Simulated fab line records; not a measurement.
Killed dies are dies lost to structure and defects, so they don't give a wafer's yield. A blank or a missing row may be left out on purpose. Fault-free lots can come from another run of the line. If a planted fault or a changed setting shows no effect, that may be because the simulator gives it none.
Which tool was responsible? || flow sky130 || 6 lots with 18 wafers sampled at 4 steps, on a route of 708 steps

## WHAT THE GAUGES READ, wafer by wafer
SKY_NWELL_RS_MEAS_31: a four-point-probe measurement.
{"lot": "L823", "measured": "day 5 13:12", "on": "film metro-03", "PWDE_RS (ohm/sq)": "5261 5289 5272"}
{"lot": "L826", "measured": "day 6 03:24", "on": "film metro-04", "PWDE_RS (ohm/sq)": "5274 5296 5294"}
{"lot": "L834", "measured": "day 8 11:11", "on": "film metro-02", "PWDE_RS (ohm/sq)": "5294 5308 5293"}
{"lot": "L836", "measured": "day 8 20:35", "on": "film metro-03", "PWDE_RS (ohm/sq)": "5255 5253 5258"}
{"lot": "L841", "measured": "day 10 04:56", "on": "film metro-02", "PWDE_RS (ohm/sq)": "5245 5239 5263"}
{"lot": "L843", "measured": "day 10 15:49", "on": "film metro-02", "PWDE_RS (ohm/sq)": "5273 5253 5257"}

## WHAT TOOL EACH LOT RAN ON (gives the tool, then ch and the chambers of the sampled wafers, and finally the start)
{"lot": "L823", "SKY_FIELD_ISO_ETCH_17": "rie si-02 ch 1,2,3, day 2 11:28", "SKY_NWELL_IMPLANT_12": "implanter-02 ch 0, day 4 19:23", "SKY_NWELL_STRIP_14": "plasma asher-01 ch 0,1, day 4 19:40"}
{"lot": "L826", "SKY_FIELD_ISO_ETCH_17": "rie si-01 ch 0,1, day 3 01:41", "SKY_NWELL_IMPLANT_12": "implanter-01 ch 0, day 5 08:30", "SKY_NWELL_STRIP_14": "plasma asher-01 ch 0,1, day 5 08:46"}
{"lot": "L834", "SKY_FIELD_ISO_ETCH_17": "rie si-01 ch 1,3, day 4 18:22", "SKY_NWELL_IMPLANT_12": "implanter-04 ch 0, day 7 12:36", "SKY_NWELL_STRIP_14": "plasma asher-01 ch 0,1, day 7 12:54"}
{"lot": "L836", "SKY_FIELD_ISO_ETCH_17": "rie si-01 ch 1,3, day 5 04:25", "SKY_NWELL_IMPLANT_12": "implanter-04 ch 0, day 7 22:08", "SKY_NWELL_STRIP_14": "plasma asher-03 ch 0,1, day 7 22:25"}
{"lot": "L841", "SKY_FIELD_ISO_ETCH_17": "rie si-02 ch 0,2,3, day 6 09:10", "SKY_NWELL_IMPLANT_12": "implanter-02 ch 0, day 9 06:36", "SKY_NWELL_STRIP_14": "plasma asher-04 ch 0,1, day 9 06:52"}
{"lot": "L843", "SKY_FIELD_ISO_ETCH_17": "rie si-01 ch 0,2, day 6 17:50", "SKY_NWELL_IMPLANT_12": "implanter-02 ch 0, day 9 16:31", "SKY_NWELL_STRIP_14": "plasma asher-04 ch 0,1, day 9 16:49"}
- SKY_FIELD_ISO_ETCH_17: etches Si in HBr/Cl2/O2, target depth 342 nm, time 97.7 s.
- SKY_NWELL_IMPLANT_12
- SKY_NWELL_STRIP_14: strips in O2/N2.

## THE ANSWER, worked out from the rows above alone
Rule: the usual values come from the lots themselves. Put in order of their means at a reading, lots are off if they are a third of the lots or fewer, leave a main group of 4 or more, and stand apart from it by a gap of 3 or more times the standard deviation of the main group's means; of several such gaps the widest counts. Not used: any main group whose means are identical at the precision the tables above print for the reading. A lot without any number at a reading at which 4 lots or more have one is off too. Where the step has rows for the other lots, those lots are counted as sound.
Nothing can be told from this: no lot is off at any reading shown.

## WHAT THE SIMULATOR HAD INSERTED
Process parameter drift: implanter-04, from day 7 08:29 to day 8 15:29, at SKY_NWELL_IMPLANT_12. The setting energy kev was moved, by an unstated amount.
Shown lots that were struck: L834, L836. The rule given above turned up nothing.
